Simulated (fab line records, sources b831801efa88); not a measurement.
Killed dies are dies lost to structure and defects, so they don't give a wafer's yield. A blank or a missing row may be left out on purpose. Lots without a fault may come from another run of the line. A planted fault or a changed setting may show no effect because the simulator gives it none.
Problem report in the 8D (eight disciplines) form, filled by code | flow gf180mcu | the parts of the form that need people (team, actions taken, sign-off) are left out

1. THE PROBLEM
oes_product_au at GF_SAB_ETCH_11 reads a mean of 1.363 a.u. on 9 wafers of 3 lots; wafers without a fault read 0.999 a.u. with a standard deviation of 0.0097. That is +38 standard deviations from the usual mean.
The step: etches SiO2 in C4F8/O2/Ar, target depth 55 nm, time 8.5 s.
First seen on wafer L935.2, day 19 18:58, on rie_diel-03. The record holds 42 wafers of 15 lots with a number at this step. Rule for "out", or "out of limits": more than 4 standard deviations from the usual mean. The other wafers with a number count as sound.

2. WHAT IT IS AND WHAT IT IS NOT
question                    | is                     | is not
which readings at this step | oes_product_au         | -
which lots                  | L935, L936, L937       | L922, L923, L924, L925, L926, L927, L928, L934, L939, L942, L943, L944
which wafers of those lots  | all that have a number | -
read on which tools         | rie_diel-03            | rie_diel-01, rie_diel-04
when                        | from day 19 18:58      | up to then (23 sound wafers); but 10 sound wafers of L939, L942, L943, L944 came after

3. SUSPECTS, AND WHAT RULES EACH OUT
Counting: a tool at a process step up to the reading stays a suspect if it ran every lot that is out and no sound lot after the first of them.
- rie_diel-03 at GF_SAB_ETCH_11 (etches SiO2 in C4F8/O2/Ar, target depth 55 nm, time 8.5 s): kept. It ran every lot that is out, first L935 (day 19 18:58), and no sound lot after that; its last sound lot up to then is L925 (day 16 05:04). Its own readings are out on those wafers: oes_product_au.
Left after counting: rie_diel-03 at GF_SAB_ETCH_11.

4. THE CAUSE (what the simulator had put in)
Process parameter drift: rie_diel-03, from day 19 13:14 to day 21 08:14, at GF_SAB_ETCH_11. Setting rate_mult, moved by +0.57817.
Counting left only this tool.

5. THE CHAIN OF EFFECTS, in route order
Each row: a reading whose mean over the struck wafers that have a number lies more than 3 standard deviations from the usual. Only readings for which the record gives a usual standard deviation are gone through. hours: the time from each lot's start at the first step in this table that gives one to its start at this step, as a median over the lots. sigmas: the change in usual standard deviations.
hours | step           | reading        | usual      | on struck wafers | change | sigmas
0     | GF_SAB_ETCH_11 | oes_product_au | 0.999 a.u. | 1.363            | +0.364 | +38
The process steps in it:
- GF_SAB_ETCH_11: etches SiO2 in C4F8/O2/Ar, target depth 55 nm, time 8.5 s.
Later measuring or inspecting steps at which every struck wafer that the step has a row for has a number for every such reading, and none has moved that far: GF_M2_OVL_MEAS_15.

6. WHAT WOULD HAVE CAUGHT IT SOONER
In this record the first reading out of limits was taken at day 19 18:58, 6 hours after the fault began at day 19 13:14.
